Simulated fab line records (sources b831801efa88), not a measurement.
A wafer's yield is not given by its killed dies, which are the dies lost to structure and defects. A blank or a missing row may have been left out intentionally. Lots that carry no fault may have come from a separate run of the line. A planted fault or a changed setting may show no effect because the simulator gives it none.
fab line records	flow sfq_line
record: lots: 6	wafers: 18	last_day: 80
route steps=325 shown M1@62 I1@73 M2@88 I2@103 M8@325
lots with no fault: from the same line, run without faults
start_h: hours from the record's opening day to when the first of the lot's shown wafers began	wait_h: how many hours have passed since the lot's step before this one	" identical to the entry in the row above	L1.1+2: a single row standing in for several wafers	- no value, or no start given	* or withheld: withheld	< > ~ a bound
route shown NAME@n: names a module that has steps shown in the file, with the first one's number in the route	usual: mean/standard deviation taken from wafers without a fault	same: alike in all rows	chamber/n: place in a boat	sites: the reading at each site	_std_site: the values' standard deviation	_edge_site: mean of outer sites minus mean of inner sites	radius_mm: for every site, how far away it sits from the centre of the wafer	mask NAME#n: copy n	behind: the most recent tool/chamber to have shaped the wafer	hold: why the lot was held/for how many hours/how that ended	device: the n, p or np transistor that did not switch	end of line: tests run on the same wafers once the route is complete	a step without rows: its recipe alone	killed: dies lost to structure and defects at the first sort, not the wafer's yield	map: per-die view of a wafer (x killed, . not killed, _ where there is no die)
set.NAME: setting as actually run; set.NAME@STEP: the setting as run at that earlier step	model.NAME: the simulator's own value behind a step, which no gauge read
lots seen at some steps along the route; tables by step, rows by wafer
services: the hour from which a tool's chamber was out of use, counted from the record's first day as start_h (under 0 if before that day), plus the number of hours and why
== steps ==
step: SFQ_TRILAYER_M1_LITHO_COAT_044
recipe: resist: BARC	spin_rpm: 3000	resist_thk_nm: 62
step: SFQ_TRILAYER_M1_LITHO_COAT_039
recipe: resist: KrF	spin_rpm: 3000	resist_thk_nm: 600
step: SFQ_TRILAYER_M1_LITHO_SOFTBAKE_043
recipe: temp_c: withheld	time_s: withheld	resist: KrF
step: SFQ_TRILAYER_M1_LITHO_EXPOSE_040
recipe: mask_id: M1	na: 0.6	source_shape: conventional	sigma_outer: 0.65	target_cd_nm: 500	dose_mj: 14.4
step: SFQ_TRILAYER_M1_LITHO_PEB_042
recipe: peb_temp_c: 115	peb_time_s: 60	resist: KrF
step: SFQ_TRILAYER_M1_LITHO_DEVELOP_041
recipe: time_s: 60	resist: KrF
step: SFQ_M1_OVL_MEAS_911
usual: M1_OVL: 8/5.2
lot.wafer	tool	chamber	start_h	wait_h	M1_OVL[nm]
L229.1	overlay-01	-	379.22	0.1	10
L229.3	"	-	"	"	8
L229.5	"	-	"	"	12
L233.1	overlay-02	-	401.11	0.1	9
L233.4	"	-	"	"	8
L233.6	"	-	"	"	8
L234.1	overlay-02	-	409.47	0.1	5
L234.2	"	-	"	"	4
L234.3	"	-	"	"	6
L243.3	overlay-01	-	432.61	0.1	13
L243.4	"	-	"	"	5
L243.5	"	-	"	"	7
L247.2	overlay-01	-	441.86	0.1	10
L247.4	"	-	"	"	18
L247.6	"	-	"	"	11
L250.4	overlay-01	-	452.60	0.1	14
L250.5	"	-	"	"	9
L250.6	"	-	"	"	7
step: SFQ_TRILAYER_M1_BARC_OPEN_METAL_ETCH_054
recipe: mask_material: PR	chemistry: O2	target_depth_nm: 125	target: BARC	icp_w: 600	bias_w: 80	pressure_mtorr: 10	time_s: 41.7
usual: drypump_motor_current_A: 5.8/0.41	oes_product_au: 0.685/0.0044
lot.wafer	tool	chamber	start_h	wait_h	drypump_motor_current_A	oes_product_au	rf_hours_counter_h
L229.1	rie_metal-02	1	379.26	0.0	5.2	0.691	40
L229.3	"	1	"	"	5.2	0.689	-
L229.5	"	1	"	"	5.2	0.682	-
L233.1	rie_metal-01	1	401.15	0.0	5.7	0.685	110
L233.4	"	1	"	"	5.7	0.675	-
L233.6	"	1	"	"	5.7	0.683	-
L234.1	rie_metal-02	0	409.50	0.0	6.5	0.684	1
L234.2	"	1	"	"	5.2	0.686	48
L234.3	"	0	"	"	6.5	0.681	-
L243.3	rie_metal-01	0	432.66	0.0	5.7	0.687	-
L243.4	"	1	"	"	5.7	0.685	-
L243.5	"	0	"	"	5.7	0.684	-
L247.2	rie_metal-03	0	441.89	0.0	5.5	0.676	90
L247.4	"	1	"	"	6.3	0.694	-
L247.6	"	0	"	"	5.5	0.693	-
L250.4	rie_metal-03	0	452.64	0.0	5.5	0.683	-
L250.5	"	0	"	"	5.5	0.686	-
L250.6	"	1	"	"	6.3	0.679	-
step: SFQ_TRILAYER_M1_ETCH_METAL_ETCH_042
recipe: target: Nb	stop_on: SiO2	mask_material: PR	chemistry: Cl2/Ar	target_depth_nm: 240	icp_w: 600	bias_w: 80	pressure_mtorr: 10	time_s: 120
step: SFQ_TRILAYER_M1_STRIP_STRIP_043
recipe: gas: O2	power_w: 200	platen_temp_c: 40	overash_fraction: 0.65	chemistry: O2	pressure_mtorr: 50
step: SFQ_TRILAYER_M1_STRIP_SOLV_CLEAN_044
recipe: chemistry: NMP	temp_c: 70	time_s: 600
step: SFQ_TRILAYER_I1_DEP_PECVD_045
recipe: material: SiO2	temp_c: 150	time_s: 111.11	pressure_torr: 2.4	rf_w: 183.3	precursor: SiH4/N2O	target_thk_nm: 500
step: SFQ_TRILAYER_I1_CMP_CMP_046
recipe: material: SiO2	down_force_psi: 3	platen_rpm: 60	pad_velocity_m_s: 0.94248
usual: edge_zone_pressure_frac: 1.000/0.0047	head_pressure_psi: 2.999/0.0068	motor_current_A: 10.2/0.89	slurry_flow_ml_min: 150.0/0.48	time_to_endpoint_s: 215/6.8
lot.wafer	tool	chamber	start_h	wait_h	edge_zone_pressure_frac	head_pressure_psi	motor_current_A	slurry_flow_ml_min	time_to_endpoint_s	model.SiO2_of_TRILAYER_I1_DEP_PECVD_045.thk_nm
L229.1	cmp-02	1	381.68	0.6	0.999	3.000	9.0	150.0	221	199.7
L229.3	"	3	382.68	1.6	0.992	3.012	10.2	150.6	205	198.3
L229.5	"	1	383.68	2.6	0.997	2.997	8.8	150.5	226	200.2
L233.1	cmp-02	2	402.69	0.5	-	-	-	-	-	496.2
L233.4	"	3	"	"	-	-	-	-	-	497.9
L233.6	"	2	404.69	2.5	-	-	-	-	-	511.7
L234.2	cmp-02	0	410.54	0.0	-	-	-	-	-	498.1
L234.1	"	1	"	"	-	-	-	-	-	503.9
L234.3	"	2	"	"	-	-	-	-	-	499.9
L243.4	cmp-01	2	435.64	2.0	0.997	3.005	9.1	149.8	215	198.2
L243.3	"	3	"	"	1.001	2.994	10.7	149.9	226	200
L243.5	"	1	437.14	3.5	1.002	3.016	11.1	151.1	215	199.5
L247.2	cmp-01	1	443.11	0.2	0.995	3.006	11.6	150.2	209	198.9
L247.4	"	0	444.61	1.7	0.999	2.993	12.2	150.6	228	199.3
L247.6	"	2	445.61	2.7	0.999	3.008	10.4	149.6	218	198.1
L250.4	cmp-01	0	454.65	1.0	0.993	3.002	11.3	149.9	221	199.7
L250.6	"	2	455.65	2.0	1.005	2.993	9.8	149.9	213	199.9
L250.5	"	3	"	"	0.998	3.006	11.1	150.0	216	199.8
step: SFQ_I1_BOW_MEAS_912
recipe: mode: bow
usual: I1_BOW: 1/7.9
lot.wafer	tool	chamber	start_h	wait_h	I1_BOW[um]
L229.1	film_metro-02	-	384.68	2.5	-11
L229.3	"	-	"	"	-11
L229.5	"	-	"	"	-7
L233.1	film_metro-02	-	405.19	2.0	7
L233.4	"	-	"	"	-3
L233.6	"	-	"	"	-3
L234.1	film_metro-04	-	413.54	2.0	9
L234.2	"	-	"	"	5
L234.3	"	-	"	"	4
L243.3	film_metro-01	-	438.18	1.5	13
L243.4	"	-	"	"	13
L243.5	"	-	"	"	5
L247.2	film_metro-02	-	446.13	2.5	-8
L247.4	"	-	"	"	6
L247.6	"	-	"	"	-10
L250.4	film_metro-01	-	456.71	1.6	0
L250.5	"	-	"	"	4
L250.6	"	-	"	"	-1
step: SFQ_TRILAYER_I1_METRO_MEASURE_047
usual: thk_nm: 199.9/0.91
lot.wafer	tool	chamber	start_h	wait_h	thk_nm
L229.1	film_metro-02	-	384.80	0.1	199.7
L229.3	"	-	"	"	198.1
L229.5	"	-	"	"	200.4
L233.1	film_metro-02	-	405.31	0.1	495.9
L233.4	"	-	"	"	498.1
L233.6	"	-	"	"	511.5
L234.1	film_metro-04	-	413.66	0.1	503.6
L234.2	"	-	"	"	497.8
L234.3	"	-	"	"	499.9
L243.3	film_metro-01	-	438.66	0.5	200.0
L243.4	"	-	"	"	198.4
L243.5	"	-	"	"	199.4
L247.2	film_metro-02	-	446.43	0.3	198.8
L247.4	"	-	"	"	199.2
L247.6	"	-	"	"	198.2
L250.4	film_metro-01	-	457.37	0.6	199.7
L250.5	"	-	"	"	199.8
L250.6	"	-	"	"	199.8
step: SFQ_TRILAYER_I1_VIA_LITHO_COAT_054
recipe: resist: BARC	spin_rpm: 3000	resist_thk_nm: 62
step: SFQ_TRILAYER_I1_VIA_LITHO_COAT_049
recipe: resist: KrF	spin_rpm: 3000	resist_thk_nm: 650
step: SFQ_TRILAYER_I1_VIA_LITHO_SOFTBAKE_053
recipe: temp_c: withheld	time_s: withheld	resist: KrF
step: SFQ_TRILAYER_I1_VIA_LITHO_EXPOSE_050
recipe: mask_id: I1	na: 0.6	source_shape: conventional	sigma_outer: 0.65	target_cd_nm: 500	dose_mj: 21.3
step: SFQ_TRILAYER_I1_VIA_LITHO_PEB_052
recipe: peb_temp_c: 115	peb_time_s: 60	resist: KrF
step: SFQ_TRILAYER_I1_VIA_LITHO_DEVELOP_051
recipe: time_s: 60	resist: KrF
step: SFQ_I1_OVL_MEAS_913
usual: I1_OVL: 4/5.5
lot.wafer	tool	chamber	start_h	wait_h	I1_OVL[nm]
L229.1	overlay-01	-	534.39	0.1	14
L229.3	"	-	"	"	6
L229.5	"	-	"	"	8
L233.1	overlay-02	-	563.12	0.1	3
L233.4	"	-	"	"	2
L233.6	"	-	"	"	6
L234.1	overlay-01	-	571.65	0.1	7
L234.2	"	-	"	"	9
L234.3	"	-	"	"	8
L243.3	overlay-02	-	600.93	0.1	4
L243.4	"	-	"	"	-3
L243.5	"	-	"	"	0
L247.2	overlay-02	-	606.92	0.1	-1
L247.4	"	-	"	"	6
L247.6	"	-	"	"	0
L250.4	overlay-02	-	610.53	0.1	1
L250.5	"	-	"	"	5
L250.6	"	-	"	"	5
step: SFQ_TRILAYER_I1_VIA_BARC_OPEN_VIA_ETCH_071
recipe: mask_material: PR	chemistry: O2	target_depth_nm: 125	target: BARC	source_w: 500	bias_w: 80	pressure_mtorr: 30	time_s: 41.7
usual: drypump_motor_current_A: 5.7/0.58	oes_product_au: 0.685/0.0047
lot.wafer	tool	chamber	start_h	wait_h	drypump_motor_current_A	oes_product_au	rf_hours_counter_h
L229.1	rie_diel-01	2	534.43	0.0	5.1	0.693	4
L229.3	"	0	"	"	6.5	0.691	3
L229.5	"	2	"	"	5.1	0.681	-
L233.1	rie_diel-03	0	563.16	0.0	6.4	0.689	15
L233.4	"	3	"	"	5.0	0.682	1
L233.6	"	1	"	"	5.6	0.685	-
L234.1	rie_diel-01	1	571.68	0.0	4.8	0.680	1
L234.2	"	0	"	"	6.6	0.692	4
L234.3	"	3	"	"	4.9	0.693	54
L243.3	rie_diel-03	3	600.95	0.0	5.0	0.683	2
L243.4	"	0	"	"	6.4	0.680	16
L243.5	"	2	"	"	6.4	0.689	-
L247.2	rie_diel-03	0	606.95	0.0	6.4	0.687	16
L247.4	"	1	"	"	5.5	0.682	7
L247.6	"	3	"	"	5.0	0.686	-
L250.4	rie_diel-04	3	610.57	0.0	5.5	0.683	-
L250.5	"	1	"	"	5.4	0.688	-
L250.6	"	2	"	"	6.1	0.686	-
step: SFQ_TRILAYER_I1_VIA_ETCH_VIA_ETCH_052
recipe: target: SiO2	stop_on: Nb	mask_material: PR	taper_deg: 20	chemistry: CHF3	target_depth_nm: 260	source_w: 500	bias_w: 80	pressure_mtorr: 30	time_s: withheld
usual: drypump_motor_current_A: 5.7/0.58	oes_product_au: 0.854/0.0053
lot.wafer	tool	chamber	start_h	wait_h	drypump_motor_current_A	oes_product_au	model.etch.depth_nm	model.I1.feature_depth_nm
L229.1	rie_diel-01	2	534.47	0.0	5.1	0.858	199.7	199.7
L229.3	"	0	"	"	6.6	0.855	198.3	198.3
L229.5	"	2	"	"	5.1	0.857	200.2	200.2
L233.1	rie_diel-03	0	563.20	0.0	6.4	1.630	261.5	261.5
L233.4	"	3	"	"	5.0	1.612	257.3	257.3
L233.6	"	1	"	"	5.6	1.626	260.1	260.1
L234.1	rie_diel-01	1	571.72	0.0	4.8	1.602	255.7	255.7
L234.2	"	0	"	"	6.6	1.625	260.7	260.7
L234.3	"	3	"	"	4.9	1.628	258.7	258.7
L243.3	rie_diel-03	3	600.99	0.0	5.0	0.849	200	200
L243.4	"	0	"	"	6.4	0.850	198.2	198.2
L243.5	"	2	"	"	6.3	0.848	199.5	199.5
L247.2	rie_diel-03	0	606.99	0.0	6.4	0.852	198.9	198.9
L247.4	"	1	"	"	5.6	0.854	199.3	199.3
L247.6	"	3	"	"	5.0	0.851	198.1	198.1
L250.4	rie_diel-04	3	610.65	0.1	5.5	0.863	199.7	199.7
L250.5	"	1	"	"	5.4	0.857	199.8	199.8
L250.6	"	2	"	"	6.1	0.854	199.9	199.9
step: SFQ_TRILAYER_I1_VIA_STRIP_STRIP_053
recipe: gas: O2	power_w: 200	platen_temp_c: 40	overash_fraction: 0.65	chemistry: O2	pressure_mtorr: 50
step: SFQ_TRILAYER_I1_VIA_STRIP_SOLV_CLEAN_054
recipe: chemistry: NMP	temp_c: 70	time_s: 600
step: SFQ_TRILAYER_M2_DEP_PRE_CLEAN_056
recipe: gas: Ar	time_s: 22.5	bias_v: 250
lot.wafer	tool	chamber	start_h	wait_h	model.SiO2_of_TRILAYER_I1_DEP_PECVD_045.thk_nm
L229.1	pvd_sputter-03	-	535.37	0.0	192.2
L229.3	"	-	"	"	190.8
L229.5	"	-	"	"	192.7
L233.1	pvd_sputter-05	-	564.10	0.0	488.7
L233.4	"	-	"	"	490.4
L233.6	"	-	"	"	504.2
L234.1	pvd_sputter-05	-	572.61	0.0	496.4
L234.2	"	-	"	"	490.6
L234.3	"	-	"	"	492.4
L243.3	pvd_sputter-03	-	601.88	0.0	192.5
L243.4	"	-	"	"	190.7
L243.5	"	-	"	"	192
L247.2	pvd_sputter-05	-	607.90	0.0	191.4
L247.4	"	-	"	"	191.8
L247.6	"	-	"	"	190.6
L250.4	pvd_sputter-05	-	611.48	0.0	192.2
L250.5	"	-	"	"	192.3
L250.6	"	-	"	"	192.4
step: SFQ_TRILAYER_M2_DEP_SPUTTER_055
recipe: material: Nb	base_pressure_pa: 1.33e-06	chamber_pressure_pa: 0.1333	substrate_temp_c: 20	resputter_cathode_voltage_v: 400	target_thk_nm: 200	power_w: 2000	time_s: 133.3
usual: cathode_dc_power_W: 2000.0/0.35	throttle_valve_pct: 30.5/1.4
lot.wafer	tool	chamber	start_h	wait_h	cathode_dc_power_W	throttle_valve_pct
L229.1	pvd_sputter-03	-	535.40	0.0	2000.4	28.1
L229.3	"	-	"	"	2000.0	32.3
L229.5	"	-	"	"	1999.9	32.1
L233.1	pvd_sputter-05	-	564.13	0.0	2000.1	28.8
L233.4	"	-	"	"	1999.8	30.0
L233.6	"	-	"	"	2000.2	29.9
L234.1	pvd_sputter-05	-	572.64	0.0	2000.0	30.3
L234.2	"	-	"	"	2000.3	29.9
L234.3	"	-	"	"	2000.3	28.9
L243.3	pvd_sputter-03	-	601.91	0.0	1999.6	30.5
L243.4	"	-	"	"	2000.1	32.0
L243.5	"	-	"	"	2000.1	30.6
L247.2	pvd_sputter-05	-	607.93	0.0	2000.4	30.0
L247.4	"	-	"	"	2000.1	32.8
L247.6	"	-	"	"	1999.9	32.8
L250.4	pvd_sputter-05	-	611.51	0.0	2000.2	28.8
L250.5	"	-	"	"	1999.9	32.6
L250.6	"	-	"	"	2000.1	29.6
step: SFQ_M2_RS_MEAS_914
recipe: thk_meas_gauge: four-point-probe	reads: Nb_of_TRILAYER_M2_DEP_SPUTTER_055
usual: M2_NB_RS: 0.898/0.0089
lot.wafer	tool	chamber	start_h	wait_h	M2_NB_RS[ohm/sq]
L229.1	film_metro-04	-	535.49	0.0	0.905
L229.3	"	-	"	"	0.908
L229.5	"	-	"	"	0.903
L233.1	film_metro-04	-	564.22	0.0	0.895
L233.4	"	-	"	"	0.902
L233.6	"	-	"	"	0.906
L234.1	film_metro-03	-	572.73	0.0	0.897
L234.2	"	-	"	"	0.898
L234.3	"	-	"	"	0.887
L243.3	film_metro-04	-	602.04	0.1	0.905
L243.4	"	-	"	"	0.899
L243.5	"	-	"	"	0.905
L247.2	film_metro-02	-	608.04	0.1	0.887
L247.4	"	-	"	"	0.902
L247.6	"	-	"	"	0.896
L250.4	film_metro-03	-	611.66	0.1	0.893
L250.5	"	-	"	"	0.900
L250.6	"	-	"	"	0.905
step: SFQ_TRILAYER_M2_LITHO_COAT_062
recipe: resist: BARC	spin_rpm: 3000	resist_thk_nm: 62
step: SFQ_TRILAYER_M2_LITHO_COAT_057
recipe: resist: KrF	spin_rpm: 3000	resist_thk_nm: 600
step: SFQ_TRILAYER_M2_LITHO_SOFTBAKE_061
recipe: temp_c: withheld	time_s: withheld	resist: KrF
step: SFQ_TRILAYER_M2_LITHO_EXPOSE_058
recipe: mask_id: M2	na: 0.6	source_shape: conventional	sigma_outer: 0.65	target_cd_nm: 500	dose_mj: 14.4
step: SFQ_TRILAYER_M2_LITHO_PEB_060
recipe: peb_temp_c: 115	peb_time_s: 60	resist: KrF
step: SFQ_TRILAYER_M2_LITHO_DEVELOP_059
recipe: time_s: 60	resist: KrF
step: SFQ_M2_OVL_MEAS_916
usual: M2_OVL: -1/4.9
lot.wafer	tool	chamber	start_h	wait_h	M2_OVL[nm]
L229.1	overlay-02	-	537.92	0.1	4
L229.3	"	-	"	"	2
L229.5	"	-	"	"	-5
L233.1	overlay-01	-	703.42	0.1	-2
L233.4	"	-	"	"	-1
L233.6	"	-	"	"	0
L234.1	overlay-01	-	710.62	0.1	2
L234.2	"	-	"	"	6
L234.3	"	-	"	"	-1
L243.3	overlay-02	-	739.28	0.1	-1
L243.4	"	-	"	"	6
L243.5	"	-	"	"	-1
L247.2	overlay-02	-	747.95	0.1	2
L247.4	"	-	"	"	2
L247.6	"	-	"	"	-3
L250.4	overlay-02	-	752.76	0.1	-6
L250.5	"	-	"	"	-10
L250.6	"	-	"	"	-8
step: SFQ_TRILAYER_M2_BARC_OPEN_METAL_ETCH_077
recipe: mask_material: PR	chemistry: O2	target_depth_nm: 125	target: BARC	icp_w: 600	bias_w: 80	pressure_mtorr: 10	time_s: 41.7
usual: drypump_motor_current_A: 5.92/0.3	oes_product_au: 0.684/0.0046
lot.wafer	tool	chamber	start_h	wait_h	drypump_motor_current_A	oes_product_au	rf_hours_counter_h
L229.1	rie_metal-03	1	537.96	0.0	6.31	0.681	64
L229.3	"	1	"	"	6.33	0.682	-
L229.5	"	1	"	"	6.33	0.685	-
L233.1	rie_metal-03	1	703.46	0.0	6.32	0.682	90
L233.4	"	1	"	"	6.28	0.682	-
L233.6	"	0	"	"	5.54	0.680	-
L234.1	rie_metal-04	0	710.66	0.0	6.33	0.695	12
L234.2	"	1	"	"	5.67	0.676	111
L234.3	"	1	"	"	5.67	0.684	-
L243.3	rie_metal-03	1	739.32	0.0	6.32	0.686	-
L243.4	"	0	"	"	5.55	0.687	-
L243.5	"	1	"	"	6.31	0.692	-
L247.2	rie_metal-01	1	747.98	0.0	5.71	0.690	165
L247.4	"	0	"	"	5.77	0.676	-
L247.6	"	0	"	"	5.74	0.680	-
L250.4	rie_metal-04	1	752.80	0.0	5.72	0.687	-
L250.5	"	0	"	"	6.32	0.684	-
L250.6	"	1	"	"	5.71	0.685	-
step: SFQ_TRILAYER_M2_ETCH_METAL_ETCH_060
recipe: target: Nb	stop_on: SiO2	mask_material: PR	chemistry: Cl2/Ar	target_depth_nm: 240	icp_w: 600	bias_w: 80	pressure_mtorr: 10	time_s: 120
usual: drypump_motor_current_A: 5.92/0.29	oes_product_au: 0.888/0.0069
lot.wafer	tool	chamber	start_h	wait_h	drypump_motor_current_A	oes_product_au	rf_hours_counter_h
L229.1	rie_metal-03	1	538.08	0.1	6.29	0.889	64
L229.3	"	1	"	"	6.29	0.887	-
L229.5	"	1	"	"	6.31	0.892	-
L233.1	rie_metal-03	1	703.52	0.0	6.27	0.883	90
L233.4	"	1	"	"	6.28	0.883	-
L233.6	"	0	"	"	5.55	0.887	-
L234.1	rie_metal-04	0	710.72	0.0	6.34	0.880	12
L234.2	"	1	"	"	5.71	0.894	111
L234.3	"	1	"	"	5.71	0.895	-
L243.3	rie_metal-03	1	739.40	0.1	6.30	0.886	-
L243.4	"	0	"	"	5.55	0.886	-
L243.5	"	1	"	"	6.29	0.890	-
L247.2	rie_metal-01	1	748.04	0.0	5.75	0.887	165
L247.4	"	0	"	"	5.81	0.878	-
L247.6	"	0	"	"	5.77	0.884	-
L250.4	rie_metal-04	1	752.88	0.1	5.73	0.887	-
L250.5	"	0	"	"	6.32	0.892	-
L250.6	"	1	"	"	5.71	0.876	-
step: SFQ_TRILAYER_M2_STRIP_STRIP_061
recipe: gas: O2	power_w: 200	platen_temp_c: 40	overash_fraction: 0.65	chemistry: O2	pressure_mtorr: 50
step: SFQ_TRILAYER_M2_STRIP_SOLV_CLEAN_062
recipe: chemistry: NMP	temp_c: 70	time_s: 600
step: SFQ_TRILAYER_I2_DEP_PECVD_063
recipe: material: SiO2	temp_c: 150	time_s: 111.11	pressure_torr: 2.4	rf_w: 183.3	precursor: SiH4/N2O	target_thk_nm: 500
step: SFQ_M8_BOW_MEAS_951
recipe: mode: bow
usual: M8_BOW: 7/12
lot.wafer	tool	chamber	start_h	wait_h	M8_BOW[um]	model.etest.i1.link_ohm
L229.1	film_metro-01	-	1625.20	0.0	-12	2
L229.3	"	-	"	"	-14	2.011
L229.5	"	-	"	"	-10	1.985
L233.1	film_metro-03	-	1669.54	0.0	9	1e+06
L233.4	"	-	"	"	-2	1e+06
L233.6	"	-	"	"	-2	1e+06
L234.1	film_metro-02	-	1676.74	0.0	18	1e+06
L234.2	"	-	"	"	15	1e+06
L234.3	"	-	"	"	12	1e+06
L243.3	film_metro-02	-	1797.67	0.0	20	1.976
L243.4	"	-	"	"	20	1.978
L243.5	"	-	"	"	12	1.97
L247.2	film_metro-03	-	1919.24	0.0	1	1.972
L247.4	"	-	"	"	15	1.978
L247.6	"	-	"	"	0	1.969
L250.4	film_metro-01	-	1931.70	0.1	-7	1.966
L250.5	"	-	"	"	-2	1.966
L250.6	"	-	"	"	-9	1.987
== services ==
tool	chamber	start_h	hours	kind
pvd_sputter-05	-	355.46	3.4	repair
pvd_sputter-05	-	357.02	0.5	repair
rie_diel-01	-	358.86	14.6	pm
rie_diel-03	0	359.54	1.6	repair
rie_metal-03	-	367.14	15.6	pm
rie_diel-03	2	370.45	13.5	repair
pvd_sputter-05	-	378.65	5.7	repair
rie_diel-03	3	380.38	6.4	repair
pvd_sputter-03	-	398.44	50.1	repair
rie_metal-04	0	404.19	1.8	repair
rie_diel-03	2	407.57	1.8	repair
rie_diel-03	1	410.37	4.4	repair
rie_diel-03	2	428.32	7.0	repair
rie_diel-03	0	432.10	11.9	repair
rie_diel-03	2	459.29	12.1	repair
rie_diel-03	2	471.87	13.2	repair
rie_metal-03	0	511.25	41.3	repair
rie_metal-03	1	531.38	1.5	repair
pvd_sputter-05	-	547.27	9.0	repair
rie_diel-03	1	627.69	5.3	repair
rie_diel-03	0	651.96	2.6	repair
rie_diel-03	3	678.71	7.4	repair
rie_diel-03	3	701.44	32.5	repair
rie_metal-03	1	718.17	6.1	repair
== key ==
first_sign: step: SFQ_TRILAYER_I1_CMP_CMP_046	reading: tool_record	direction: missing
effect: step: SFQ_TRILAYER_I1_METRO_MEASURE_047	reading: thk_nm	direction: up	sigmas: 99+	usual: 199.9	struck: 501.1
effect: step: SFQ_TRILAYER_I1_VIA_ETCH_VIA_ETCH_052	reading: oes_product_au	direction: up	sigmas: 99+	usual: 0.854	struck: 1.621
model_effect: step: SFQ_TRILAYER_I1_CMP_CMP_046	value: SiO2_of_TRILAYER_I1_DEP_PECVD_045.thk_nm	without: 199.8	struck: 501.3
model_effect: step: SFQ_TRILAYER_I1_VIA_ETCH_VIA_ETCH_052	value: etch.depth_nm	without: 199.8	struck: 259
model_effect: step: SFQ_TRILAYER_M2_DEP_PRE_CLEAN_056	value: SiO2_of_TRILAYER_I1_DEP_PECVD_045.thk_nm	without: 192.3	struck: 493.8
model_effect: step: SFQ_M8_BOW_MEAS_951	value: etest.i1.link_ohm	without: 1.974	struck: 1e+06
met_at SFQ_TRILAYER_I1_CMP_CMP_046
struck_wafers L233.1,L233.4,L233.6,L234.1,L234.2,L234.3
onset_between 381.68 402.69
fault: kind: skipped_step_whole	tool: cmp-02	chamber: -	onset_h: 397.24	steps: SFQ_TRILAYER_I1_CMP_CMP_046	scope: struck_lots_only
